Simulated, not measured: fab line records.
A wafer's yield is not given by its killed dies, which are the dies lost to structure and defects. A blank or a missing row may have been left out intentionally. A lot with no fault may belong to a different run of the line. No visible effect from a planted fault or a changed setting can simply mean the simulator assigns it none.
fab line records    flow sky130
[record] lots = 11  wafers = 31  lastDay = 50
route steps=708 shown DNWELL@43 LDD_HVP@285 SD_N@344
lots with no fault: from the same line, run without faults
startH: hours from the record's opening day to when the first of the lot's shown wafers began    waitH: hours elapsed since this lot's preceding step    " identical to the entry in the row above    L1.1+2: a row that stands for several wafers    - no value, or no start given    * or withheld: withheld    < > ~ a bound
route shown NAME@n: NAME is a module with steps in the file, n the number in the route of the first one    usual: the fault-free wafers' mean and standard deviation    same: alike in all rows    chamber/n: place in a boat    sites: the reading at each site    _std_site: standard deviation across them    _edge_site: outer sites' mean less inner sites'    radiusMm: for every site, how far away it sits from the centre of the wafer    mask NAME#n: copy n    behind: the most recent tool/chamber to have shaped the wafer    hold: reason for holding the lot/hours on hold/outcome of the hold    device: the n, p or np transistor that did not switch    end of line: the same wafers' tests at the end of the route    a step without rows: its recipe alone    killed: dies lost to structure and defects at the first sort, not the wafer's yield    map: per-die view of a wafer (x killed, . not killed, _ where there is no die)
set.NAME: the setting as run; set.NAME@STEP: as run at that earlier step    model.NAME: the simulator's own value behind a step, which no gauge read
the route's steps for a sample of lots (tables are steps, rows are wafers)
services: from which hour (startH, from the record's first day; less than 0 if before it) a tool's chamber was out of use, for how many hours, and why
[[steps]]
[step SKY_DNWELL_STRIP_08]
[recipe] chemistry = O2/N2  powerW = 1400  pressureMtorr = 1500  platenTempC = withheld  o2FlowSccm = 3000  n2FlowSccm = 300  overashFraction = 0.5
[usual] chamberPressureMTorr = 1499.9/1.4  drypumpMotorCurrentA = 5.7/0.44  oesProductAu = 0.723/0.0045  stripTimeToEndpointS = 36.90/0.1
lot.wafer  tool            chamber  startH  waitH  chamberPressureMTorr  drypumpMotorCurrentA  oesProductAu  rfHoursCounterH  stripTimeToEndpointS
L846.3     plasmaAsher-02  1        60.90   0.1    1498.9                5.4                   0.722         -                36.94
L846.5     "               1        "       "      1498.5                5.4                   0.719         -                36.85
L846.6     "               0        "       "      1500.9                6.6                   0.724         -                36.87
L848.3     plasmaAsher-01  1        71.35   0.1    1497.9                5.8                   0.730         -                37.14
L848.5     "               1        "       "      1498.9                5.7                   0.724         -                36.98
L848.6     "               0        "       "      1500.8                5.3                   0.724         -                37.00
L849.1     plasmaAsher-02  1        76.04   0.1    1500.8                5.5                   0.726         39               37.09
L849.3     "               0        "       "      1497.6                6.6                   0.721         -                36.97
L849.4     "               1        "       "      1500.0                5.5                   0.719         -                37.03
L850.1     plasmaAsher-02  1        80.62   0.1    1497.9                5.5                   0.726         39               36.80
L850.2     "               0        "       "      1501.2                6.6                   0.726         39               36.75
L850.4     "               0        "       "      1498.9                6.6                   0.719         -                36.81
L851.2     plasmaAsher-04  1        82.24   0.1    1499.2                5.9                   0.718         42               36.88
L851.3     "               1        "       "      1500.1                5.9                   0.720         -                36.98
L851.4     "               0        "       "      1498.0                5.8                   0.725         -                37.04
L858.3     plasmaAsher-04  1        120.80  0.1    1500.6                5.8                   0.724         -                36.96
L858.5     "               1        "       "      1498.5                5.9                   0.726         -                36.84
L859.3     plasmaAsher-01  1        125.50  0.1    1499.9                5.7                   0.722         -                36.86
L859.5     "               1        "       "      1499.9                5.8                   0.718         -                36.80
L861.1     plasmaAsher-02  0        145.14  0.1    1502.0                6.6                   0.723         0                36.88
L861.2     "               1        "       "      1501.5                5.4                   0.723         0                36.86
L861.3     "               1        "       "      1499.2                5.5                   0.721         -                36.81
L863.2     plasmaAsher-01  0        149.49  0.1    1501.2                5.3                   0.712         34               36.70
L863.4     "               0        "       "      1499.3                5.3                   0.725         -                36.81
L863.6     "               0        "       "      1499.1                5.3                   0.727         -                36.84
L867.2     plasmaAsher-02  0        172.16  0.1    1499.4                6.6                   0.712         2                36.96
L867.3     "               0        "       "      1501.3                6.6                   0.719         -                36.83
L867.4     "               1        "       "      1500.5                5.4                   0.725         -                36.75
L868.2     plasmaAsher-01  1        178.41  0.2    1498.8                5.7                   0.717         39               36.99
L868.3     "               1        "       "      1499.1                5.8                   0.724         -                36.96
L868.6     "               1        "       "      1499.2                5.7                   0.719         -                37.05
[step SKY_DNWELL_TW_MEAS_09]
[usual] DNWELL_TW = 1112/10
lot.wafer  tool          chamber  startH  waitH  DNWELL_TW
L846.3     filmMetro-04  -        60.98   0.1    1117
L846.5     "             -        "       "      1108
L846.6     "             -        "       "      1106
L848.3     filmMetro-04  -        71.44   0.1    1124
L848.5     "             -        "       "      1117
L848.6     "             -        "       "      1118
L849.1     filmMetro-02  -        76.14   0.1    1126
L849.3     "             -        "       "      1125
L849.4     "             -        "       "      1124
L850.1     filmMetro-02  -        80.72   0.1    1116
L850.2     "             -        "       "      1116
L850.4     "             -        "       "      1115
L851.2     filmMetro-02  -        82.35   0.1    1124
L851.3     "             -        "       "      1118
L851.4     "             -        "       "      1122
L858.3     filmMetro-02  -        120.91  0.1    1121
L858.5     "             -        "       "      1119
L859.3     filmMetro-04  -        125.61  0.1    1118
L859.5     "             -        "       "      1118
L861.1     filmMetro-04  -        145.24  0.1    1128
L861.2     "             -        "       "      1131
L861.3     "             -        "       "      1130
L863.2     filmMetro-03  -        149.60  0.1    1101
L863.4     "             -        "       "      1102
L863.6     "             -        "       "      1108
L867.2     filmMetro-03  -        172.27  0.1    1103
L867.3     "             -        "       "      1100
L867.4     "             -        "       "      1098
L868.2     filmMetro-04  -        178.52  0.1    1114
L868.3     "             -        "       "      1115
L868.6     "             -        "       "      1111
[step SKY_LDD_HVP_OVL_MEAS_07]
[usual] LDD_HVP_OVL = 0.2/1.4
lot.wafer  tool        chamber  startH  waitH  LDD_HVP_OVL[nm]
L846.3     overlay-01  -        499.13  0.1    2.0
L846.5     "           -        "       "      1.2
L846.6     "           -        "       "      -0.1
L848.3     overlay-02  -        527.88  0.1    0.0
L848.5     "           -        "       "      0.9
L848.6     "           -        "       "      -0.3
L849.1     overlay-02  -        534.04  0.1    -0.7
L849.3     "           -        "       "      -0.2
L849.4     "           -        "       "      -1.4
L851.2     overlay-02  -        548.24  0.1    1.2
L851.3     "           -        "       "      0.0
L851.4     "           -        "       "      -0.1
L850.1     overlay-01  -        548.77  0.1    -1.2
L850.2     "           -        "       "      -0.2
L850.4     "           -        "       "      -2.6
L858.3     overlay-01  -        602.15  0.1    3.1
L858.5     "           -        "       "      1.7
L859.3     overlay-02  -        620.58  0.1    -0.9
L859.5     "           -        "       "      -0.9
L861.1     overlay-01  -        646.34  0.1    -1.1
L861.2     "           -        "       "      1.3
L861.3     "           -        "       "      -0.4
L863.2     overlay-01  -        655.22  0.1    1.4
L863.4     "           -        "       "      -0.4
L863.6     "           -        "       "      1.1
L867.2     overlay-01  -        680.92  0.1    1.0
L867.3     "           -        "       "      1.6
L867.4     "           -        "       "      1.8
L868.2     overlay-02  -        687.69  0.1    0.7
L868.3     "           -        "       "      -0.4
L868.6     "           -        "       "      -0.6
[step SKY_SD_N_COAT_02]
[recipe] resist = NOVOLAK  spinRpm = 3000  resistThkNm = 1140
[usual] chillPlateTempC = 22.98/0.091  resistLineTempC = 22.99/0.11
lot.wafer  tool           chamber  startH  waitH  chillPlateTempC  resistLineTempC
L846.3     lithoTrack-02  0        638.89  0.1    23.07            23.07
L846.5     "              0        "       "      22.93            22.94
L846.6     "              0        "       "      22.84            23.06
L848.3     lithoTrack-02  0        660.29  0.1    23.03            22.83
L848.5     "              0        "       "      22.99            22.91
L848.6     "              0        "       "      22.97            22.78
L849.1     lithoTrack-01  0        667.55  0.1    23.06            23.02
L849.3     "              0        "       "      22.86            22.94
L849.4     "              0        "       "      23.15            23.00
L851.2     lithoTrack-02  0        680.76  0.1    23.21            22.95
L851.3     "              0        "       "      23.01            23.02
L851.4     "              0        "       "      23.01            23.01
L850.1     lithoTrack-02  0        681.64  0.1    22.97            23.02
L850.2     "              0        "       "      22.88            23.02
L850.4     "              0        "       "      23.02            22.88
L858.3     lithoTrack-03  0        732.16  0.1    22.93            22.96
L858.5     "              0        "       "      22.97            22.83
L859.3     lithoTrack-03  0        748.06  0.1    22.79            22.85
L859.5     "              0        "       "      22.95            22.73
L861.1     lithoTrack-03  0        772.51  0.1    22.83            23.13
L861.2     "              0        "       "      23.02            23.05
L861.3     "              0        "       "      23.06            23.21
L863.2     lithoTrack-02  0        782.06  0.1    22.91            23.04
L863.4     "              0        "       "      22.93            23.23
L863.6     "              0        "       "      22.99            22.94
L867.2     lithoTrack-01  0        806.03  0.1    23.05            22.90
L867.3     "              0        "       "      23.14            22.97
L867.4     "              0        "       "      23.02            23.21
L868.2     lithoTrack-02  0        813.01  0.1    22.92            23.06
L868.3     "              0        "       "      23.00            23.18
L868.6     "              0        "       "      22.85            23.08
[step SKY_SD_N_CD_MEAS_07]
[recipe] targetCdNm = 380
[usual] cdNm = 379.8/2.7
lot.wafer  tool      chamber  startH  waitH  cdNm
L846.3     cdSem-01  -        653.09  0.1    381.7
L846.5     "         -        "       "      378.6
L846.6     "         -        "       "      380.2
L848.3     cdSem-01  -        675.18  0.1    384.6
L848.5     "         -        "       "      384.0
L848.6     "         -        "       "      383.7
L849.1     cdSem-01  -        681.55  0.1    381.9
L849.3     "         -        "       "      381.5
L849.4     "         -        "       "      381.7
L851.2     cdSem-02  -        695.47  0.1    384.1
L851.3     "         -        "       "      381.4
L851.4     "         -        "       "      380.6
L850.1     cdSem-02  -        696.35  0.1    381.8
L850.2     "         -        "       "      381.6
L850.4     "         -        "       "      381.9
L858.3     cdSem-02  -        744.84  0.1    376.3
L858.5     "         -        "       "      417.5
L859.3     cdSem-02  -        762.65  0.1    377.3
L859.5     "         -        "       "      416.4
L861.1     cdSem-02  -        786.91  0.1    380.0
L861.2     "         -        "       "      419.8
L861.3     "         -        "       "      377.8
L863.2     cdSem-01  -        794.82  0.1    381.9
L863.4     "         -        "       "      382.2
L863.6     "         -        "       "      381.3
L867.2     cdSem-01  -        819.87  0.1    381.5
L867.3     "         -        "       "      382.8
L867.4     "         -        "       "      382.1
L868.2     cdSem-01  -        825.41  0.1    373.6
L868.3     "         -        "       "      374.4
L868.6     "         -        "       "      377.3
[step SKY_SD_N_STRIP_11]
[recipe] chemistry = O2/N2  powerW = 1400  pressureMtorr = 1500  platenTempC = withheld  o2FlowSccm = 3000  n2FlowSccm = 300  overashFraction = 0.5
[usual] chamberPressureMTorr = 1500.0/1.3  drypumpMotorCurrentA = 5.7/0.45  oesProductAu = 0.527/0.0044  stripTimeToEndpointS = 22.57/0.04
lot.wafer  tool            chamber  startH  waitH  chamberPressureMTorr  drypumpMotorCurrentA  oesProductAu  rfHoursCounterH  stripTimeToEndpointS
L846.3     plasmaAsher-01  0        653.54  0.1    1500.3                5.3                   0.521         -                22.57
L846.5     "               1        "       "      1500.2                5.7                   0.528         -                22.48
L846.6     "               0        "       "      1500.0                5.3                   0.520         -                22.56
L848.3     plasmaAsher-01  0        675.63  0.1    1500.7                5.3                   0.531         -                22.66
L848.5     "               0        "       "      1500.4                5.3                   0.527         -                22.57
L848.6     "               1        "       "      1498.0                5.7                   0.529         -                22.62
L849.1     plasmaAsher-04  1        682.01  0.1    1501.0                5.9                   0.528         99               22.55
L849.3     "               1        "       "      1502.2                5.9                   0.533         -                22.52
L849.4     "               0        "       "      1501.8                5.8                   0.522         -                22.55
L851.2     plasmaAsher-01  0        695.91  0.1    1501.1                5.3                   0.529         92               22.59
L851.3     "               0        "       "      1499.9                5.3                   0.522         -                22.55
L851.4     "               1        "       "      1501.0                5.8                   0.525         -                22.49
L850.1     plasmaAsher-01  1        696.81  0.1    1499.0                5.8                   0.525         92               22.59
L850.2     "               0        "       "      1501.2                5.2                   0.523         92               22.57
L850.4     "               0        "       "      1500.0                5.3                   0.525         -                22.57
L858.3     plasmaAsher-01  0        745.29  0.1    1499.3                5.2                   0.523         -                22.63
L858.5     "               1        "       "      1502.3                5.7                   0.484         -                18.66
L859.3     plasmaAsher-01  0        763.10  0.1    1503.5                5.3                   0.529         -                22.55
L859.5     "               0        "       "      1497.7                5.2                   0.485         -                18.63
L861.1     plasmaAsher-01  1        787.37  0.1    1499.7                5.8                   0.532         100              22.56
L861.2     "               0        "       "      1499.8                5.2                   0.480         100              18.59
L861.3     "               0        "       "      1496.9                5.3                   0.532         -                22.58
L863.2     plasmaAsher-02  0        795.26  0.1    1500.4                6.6                   0.525         62               22.53
L863.4     "               1        "       "      1496.8                5.4                   0.533         -                22.51
L863.6     "               0        "       "      1500.5                6.6                   0.522         -                22.51
L867.2     plasmaAsher-02  1        820.31  0.1    1499.9                5.5                   0.527         65               22.57
L867.3     "               0        "       "      1502.4                6.6                   0.525         -                22.57
L867.4     "               1        "       "      1502.7                5.4                   0.529         -                22.56
L868.2     plasmaAsher-01  0        825.84  0.1    1499.3                5.2                   0.529         105              22.54
L868.3     "               1        "       "      1501.7                5.8                   0.524         -                22.57
L868.6     "               1        "       "      1499.7                5.8                   0.540         -                22.55
[[services]]
tool            chamber  startH  hours  kind
plasmaAsher-01  -        39.78   9.3    repair
plasmaAsher-04  -        77.09   1.6    repair
plasmaAsher-04  -        107.60  9.5    repair
plasmaAsher-02  -        107.70  8.8    repair
plasmaAsher-02  -        116.51  9.0    pm
plasmaAsher-02  0        116.51  24.5   ventCycle
plasmaAsher-02  1        116.51  24.5   ventCycle
plasmaAsher-02  -        118.57  22.4   repair
plasmaAsher-02  0        125.51  -      clean
plasmaAsher-02  -        148.01  12.0   repair
plasmaAsher-04  -        155.58  28.1   pm
plasmaAsher-02  -        212.40  3.1    repair
plasmaAsher-01  -        249.72  1.3    repair
plasmaAsher-04  -        325.69  0.4    repair
plasmaAsher-04  -        335.62  4.0    repair
plasmaAsher-04  -        349.05  13.1   repair
plasmaAsher-01  -        401.25  3.0    repair
plasmaAsher-02  -        420.11  7.4    repair
plasmaAsher-02  -        448.04  21.6   pm
plasmaAsher-02  -        485.15  2.9    repair
plasmaAsher-01  -        599.68  2.8    pm
plasmaAsher-01  -        728.96  0.9    repair
plasmaAsher-04  -        733.75  9.0    pm
plasmaAsher-04  -        816.29  3.6    repair
[[key]]
[firstSign] step = SKY_SD_N_CD_MEAS_07  reading = cdNm  direction = up  sigmas = 14  usual = 379.8  struck = 417.9
[effect] step = SKY_SD_N_STRIP_11  reading = stripTimeToEndpointS  direction = down  sigmas = 98  usual = *  struck = *
metAt SKY_SD_N_COAT_02
struckLots L858,L859,L861
struckWafers L858.5,L859.5,L861.2
testerLeftOut L858,L859,L861
notActingAt SKY_DNWELL_STRIP_08,SKY_DNWELL_TW_MEAS_09,SKY_LDD_HVP_OVL_MEAS_07
[fault] kind = processParameterDrift  tool = lithoTrack-03  chamber = -  onsetH = 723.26  steps = SKY_SD_N_COAT_02  channel = resistThkNm  offset = -348.71  shape = step  endH = 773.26  scope = struckWafersOnly  actsIn = theseRecipesOnly  stated = 1140
// testerLeftOut: of these lots the tester's yield and bins aren't shown, on N5 and GAA mostly nor the transistor test; their killed dies are dies lost to structure and defects alone, not to doping, threshold or leakage, so they don't give the yield
